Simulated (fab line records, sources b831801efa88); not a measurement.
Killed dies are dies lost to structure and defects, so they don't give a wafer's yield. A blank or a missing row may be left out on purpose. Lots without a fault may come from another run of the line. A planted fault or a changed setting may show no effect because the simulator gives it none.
fab line records | flow sky130
record lots=5 wafers=13 last_day=50
route steps=708 shown NWELL@77 PWDE@84 VT_ADJUST_HVTP@85
lots that met no fault: from a run of the same line without faults
start_h: hours from the record's first day to the start of the lot's first wafer shown | wait_h: hours since the lot's step before | " the same as in the row above | L1.1+2: a row that stands for several wafers | - no value, or no start given | * or withheld: withheld | < > ~ a bound
route shown NAME@n: a module of which the file shows steps, and the number in the route of the first | usual: mean/standard deviation of fault-free wafers | same: alike in all rows | chamber/n: place in a boat | sites: the reading at each site | _std_site: their standard deviation | _edge_site: outer sites' mean less inner sites' | radius_mm: how far each site lies from the wafer's centre | mask NAME#n: copy n | behind: the tool/chamber that last shaped the wafer | hold: why the lot was held/for how many hours/how that ended | device: the transistor (n, p or np) that didn't switch | end of line: the same wafers' tests at the end of the route | a step without rows: its recipe alone | killed: dies lost to structure and defects at the first sort, not the wafer's yield | map: a wafer's dies, x killed, . not, _ none there
set.NAME: the setting as run; set.NAME@STEP: as run at that earlier step | model.NAME: the simulator's own value behind a step, which no gauge read
lots at some steps of the route; a table a step, a row a wafer
services: from which hour (start_h, from the record's first day; less than 0 if before it) a tool's chamber was out of use, for how many hours, and why
## steps
# step SKY_NWELL_IMPLANT_24
# recipe species=B energy_kev=140 dose_cm2=9.2e+12 tilt_deg=withheld
# step SKY_NWELL_STRIP_25
# recipe chemistry=O2/N2 power_w=1400 pressure_mtorr=1500 platen_temp_c=withheld o2_flow_sccm=3000 n2_flow_sccm=300 overash_fraction=0.5
# usual drypump_motor_current_A=5.6/0.42 oes_product_au=0.723/0.0051 strip_time_to_endpoint_s=36.91/0.11
# columns lot.wafer tool chamber start_h wait_h drypump_motor_current_A oes_product_au rf_hours_counter_h strip_time_to_endpoint_s
L765.1 plasma_asher-04 0 132.06 0.1 5.8 0.719 44 36.92
L765.3 " 0 " " 5.9 0.730 - 36.97
L765.4 " 1 " " 6.3 0.717 - 36.87
L769.4 plasma_asher-01 0 156.90 0.1 5.1 0.724 - 36.87
L780.1 plasma_asher-04 0 226.39 0.1 5.8 0.731 54 36.85
L780.3 " 1 " " 6.2 0.726 - 36.91
L780.5 " 0 " " 5.9 0.725 - 36.96
L781.2 plasma_asher-04 0 240.97 0.1 5.8 0.719 55 36.90
L781.4 " 1 " " 6.3 0.722 - 36.91
L781.5 " 1 " " 6.2 0.721 - 36.93
L782.3 plasma_asher-01 1 248.38 0.1 5.5 0.719 - 36.82
L782.5 " 0 " " 5.1 0.728 - 36.90
L782.6 " 1 " " 5.5 0.728 - 36.92
# step SKY_NWELL_TW_MEAS_26
# usual NWELL_2_TW=497.4/2.6
# columns lot.wafer tool chamber start_h wait_h NWELL_2_TW
L765.1 film_metro-03 - 132.16 0.1 494.1
L765.3 " - " " 495.2
L765.4 " - " " 497.3
L769.4 film_metro-03 - 157.00 0.1 496.3
L780.1 film_metro-03 - 226.49 0.1 494.3
L780.3 " - " " 494.4
L780.5 " - " " 500.0
L781.2 film_metro-03 - 241.08 0.1 496.0
L781.4 " - " " 492.4
L781.5 " - " " 494.0
L782.3 film_metro-03 - 248.46 0.1 493.3
L782.5 " - " " 495.6
L782.6 " - " " 494.8
# step SKY_NWELL_CLEAN_27
# recipe chemistry=SC1/SC2 mix=1:4:20 temp_c=70 time_s=150 dry=n2_spin
# step SKY_NWELL_RTA_28
# recipe temp_c=1050 time_s=30 idle_temp_c=650 ramp_up_c_per_s=150 ramp_down_c_per_s=90 ambient=N2
# usual lamp_power_pct=25.31/0.052 wafer_temp_C_max=1055.0/0.99
# columns lot.wafer tool chamber start_h wait_h lamp_power_pct wafer_temp_C_max
L765.1 rtp_anneal-01 0 132.27 0.0 25.29 1054.1
L765.3 " 0 " " 25.27 1055.1
L765.4 " 0 " " 25.36 1055.0
L769.4 rtp_anneal-02 0 157.13 0.1 25.29 1055.0
L780.1 rtp_anneal-02 0 226.60 0.0 25.40 1054.1
L780.3 " 0 " " 25.27 1054.3
L780.5 " 0 " " 25.30 1056.9
L781.2 rtp_anneal-02 0 241.20 0.0 25.41 1055.7
L781.4 " 0 " " 25.32 1053.7
L781.5 " 0 " " 25.33 1055.5
L782.3 rtp_anneal-02 0 248.59 0.0 25.33 1055.5
L782.5 " 0 " " 25.39 1054.1
L782.6 " 0 " " 25.37 1057.3
# step SKY_NWELL_RS_MEAS_29
# recipe thk_meas_gauge=four-point-probe
# usual NWELL_RS=624.0/1.7
# columns lot.wafer tool chamber start_h wait_h NWELL_RS[ohm/sq]
L765.1 film_metro-01 - 132.37 0.1 622.8
L765.3 " - " " 623.7
L765.4 " - " " 621.9
L769.4 film_metro-02 - 157.24 0.1 627.1
L780.1 film_metro-01 - 226.70 0.1 624.0
L780.3 " - " " 623.5
L780.5 " - " " 622.8
L781.2 film_metro-01 - 241.30 0.1 621.0
L781.4 " - " " 619.9
L781.5 " - " " 621.1
L782.3 film_metro-03 - 248.69 0.1 622.1
L782.5 " - " " 621.5
L782.6 " - " " 624.8
# step SKY_NWELL_RS_MEAS_31
# recipe thk_meas_gauge=four-point-probe
# usual PWDE_RS=5269/21
# columns lot.wafer tool chamber start_h wait_h PWDE_RS[ohm/sq]
L765.1 film_metro-01 - 132.61 0.1 5254
L765.3 " - " " 5252
L765.4 " - " " 5252
L769.4 film_metro-02 - 157.48 0.1 5284
L780.1 film_metro-01 - 226.94 0.1 5238
L780.3 " - " " 5245
L780.5 " - " " 5251
L781.2 film_metro-01 - 241.54 0.1 5234
L781.4 " - " " 5239
L781.5 " - " " 5235
L782.3 film_metro-03 - 248.93 0.1 5238
L782.5 " - " " 5256
L782.6 " - " " 5246
# step SKY_VT_ADJUST_HVTP_DEHYDRATE_00
# recipe temp_c=200 time_s=60
# step SKY_VT_ADJUST_HVTP_HMDS_01
# recipe prime_time_s=60 prime_temp_c=120
# step SKY_VT_ADJUST_HVTP_COAT_02
# recipe resist=NOVOLAK spin_rpm=3000 resist_thk_nm=1140
# step SKY_VT_ADJUST_HVTP_SOFTBAKE_03
# recipe temp_c=90 time_s=60 resist=NOVOLAK
# step SKY_VT_ADJUST_HVTP_EXPOSE_04
# recipe mask_id=HVTPM na=0.6 source_shape=conventional sigma_outer=0.6 polarization=unpolarized target_cd_nm=380 dose_mj=140
# columns lot.wafer tool chamber start_h wait_h mask
L765.1+3+4 iline_stepper-02 0 142.56 - HVTPM#0
L769.4 iline_stepper-02 0 167.42 - HVTPM#0
L780.1+3+5 iline_stepper-01 0 237.86 - HVTPM#0
L781.2+4+5 iline_stepper-01 0 253.88 - HVTPM#0
L782.3+5+6 iline_stepper-01 0 260.85 - HVTPM#0
# step SKY_VT_ADJUST_HVTP_PEB_05
# recipe temp_c=withheld time_s=* resist=NOVOLAK
# step SKY_VT_ADJUST_HVTP_DEVELOP_06
# recipe resist=NOVOLAK developer=TMAH develop_time_s=60 dev_temp_c=23
# step SKY_VT_ADJUST_HVTP_CD_MEAS_07
# recipe target_cd_nm=380
# usual cd_nm=379.9/2.8
# columns lot.wafer tool chamber start_h wait_h cd_nm
L765.1 cd_sem-01 - 151.26 0.1 382.6
L765.3 " - " " 382.1
L765.4 " - " " 382.6
L769.4 cd_sem-01 - 177.18 0.1 368.9
L780.1 cd_sem-02 - 250.03 0.1 378.5
L780.3 " - " " 375.3
L780.5 " - " " 376.9
L781.2 cd_sem-01 - 265.35 0.1 376.8
L781.4 " - " " 375.6
L781.5 " - " " 374.9
L782.3 cd_sem-02 - 272.57 0.1 381.1
L782.5 " - " " 380.5
L782.6 " - " " 379.2
# step SKY_VT_ADJUST_HVTP_OVL_MEAS_08
# usual VT_ADJUST_HVTP_OVL=-0.8/1.5
# columns lot.wafer tool chamber start_h wait_h VT_ADJUST_HVTP_OVL[nm]
L765.1 overlay-01 - 151.38 0.1 -3.4
L765.3 " - " " -3.1
L765.4 " - " " -0.8
L769.4 overlay-02 - 177.25 0.1 -1.3
L780.1 overlay-01 - 250.15 0.1 -0.9
L780.3 " - " " -2.6
L780.5 " - " " -0.7
L781.2 overlay-02 - 265.46 0.1 -3.4
L781.4 " - " " -2.0
L781.5 " - " " -3.3
L782.3 overlay-02 - 272.67 0.1 2.7
L782.5 " - " " 0.5
L782.6 " - " " 1.4
## services
# columns tool chamber start_h hours kind
iline_stepper-01 - 144.33 2.1 pm
iline_stepper-01 - 146.41 - consumable_replace:lamp
rtp_anneal-01 - 156.84 97.5 pm
iline_stepper-01 - 184.76 4.4 pm
iline_stepper-01 - 234.90 1.7 pm
iline_stepper-02 - 237.64 1.7 pm
## key
first_sign step=SKY_VT_ADJUST_HVTP_CD_MEAS_07 reading=cd_nm direction=down sigmas=3.9 usual=379.9 struck=368.9
effect none on later readings
met_at SKY_VT_ADJUST_HVTP_EXPOSE_04
struck_wafers L769.4
tester_left_out L769
onset_between 142.56 167.42
fault kind=process_parameter_drift tool=iline_stepper-02 chamber=- onset_h=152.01 steps=SKY_VT_ADJUST_HVTP_EXPOSE_04 channel=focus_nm offset=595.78 shape=step end_h=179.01 scope=struck_wafers_only
# tester_left_out: of these lots the tester's yield and bins aren't shown, on N5 and GAA mostly nor the transistor test; their killed dies are dies lost to structure and defects alone, not to doping, threshold or leakage, so they don't give the yield
